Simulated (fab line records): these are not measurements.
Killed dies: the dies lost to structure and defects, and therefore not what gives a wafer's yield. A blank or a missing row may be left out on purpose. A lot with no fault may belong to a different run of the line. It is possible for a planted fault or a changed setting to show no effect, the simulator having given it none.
One fault through the eyes of 2 desks | flow sky130 | each desk has only its own numbers; what lay behind them comes last

## THE METROLOGY DESK
What the gauges read for every lot (on any tool): the sampled wafers with a number, averaged. The brackets show how far a lot's mean lies from the usual mean; more than 4 standard deviations puts the lot out of limits, marked OUT.
Columns: A = NWELL_OXIDATION_THK at SKY_NWELL_THK_MEAS_02, usual 9.94 nm; B = cd_nm at SKY_SONOS_TUNNEL_CD_MEAS_07, usual 410.0 nm
lot  | first seen here | A     | B
L398 | day 3 05:05     | 10.03 | 414.1
L399 | day 3 05:08     | 10.01 | 410.6
L402 | day 3 13:24     | 9.93  | 408.8
L403 | day 3 17:34     | 10.13 | 406.0
L404 | day 3 22:06     | 9.89  | 409.4
L405 | day 4 01:34     | 10.21 | 410.9
L408 | day 4 18:27     | 9.73  | 404.6
L409 | day 4 21:17     | 9.99  | 411.8
L418 | day 6 20:41     | 9.84  | 414.4
L419 | day 6 23:55     | 9.97  | 417.5
L420 | day 7 06:24     | 9.92  | 411.4
L421 | day 7 19:02     | 10.09 | 411.4
This desk's verdict: no lot among the 12 shows anything out of limits.

## AT THE TOOL OWNER'S DESK: litho_track-04
The tool's own readings at SKY_SONOS_TUNNEL_DEVELOP_06 (develop time 60 s): means of the sampled wafers that have a number, for each lot that ran on this tool. The brackets show how far a lot's mean lies from the usual mean; more than 4 standard deviations puts the lot out of limits, marked OUT.
Columns: A = developer_temp_C at SKY_SONOS_TUNNEL_DEVELOP_06, usual 23.01 C
lot  | first seen here | A
L398 | day 12 05:00    | 23.15
L402 | day 12 19:17    | 22.98
L403 | day 13 02:53    | 23.02
L418 | day 17 21:48    | 20.73 (-19) OUT
L419 | day 18 06:21    | 20.72 (-19) OUT
This desk's verdict: out of limits on L418, L419, starting with L418 at day 17 21:48 (developer_temp_C at SKY_SONOS_TUNNEL_DEVELOP_06). L398, L402, L403 stayed within limits.

## ALL TOGETHER
On L418, L419, at day 17 21:48, an alarm was possible from the tool owner's desk.
At the metrology desk, nothing out of limits was observed.
The metrology desk holds a record of L418, L419, inside its limits.
Every lot named ran SKY_SONOS_TUNNEL_DEVELOP_06 on litho_track-04.

## WHAT HAD BEEN PUT IN BY THE SIMULATOR
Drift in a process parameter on litho_track-04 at SKY_SONOS_TUNNEL_DEVELOP_06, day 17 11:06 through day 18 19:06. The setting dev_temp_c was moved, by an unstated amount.
Struck lots among those shown: L418, L419.
How many hours passed from the start of the fault until each desk's first out-of-limits reading: the tool owner's desk, 11.
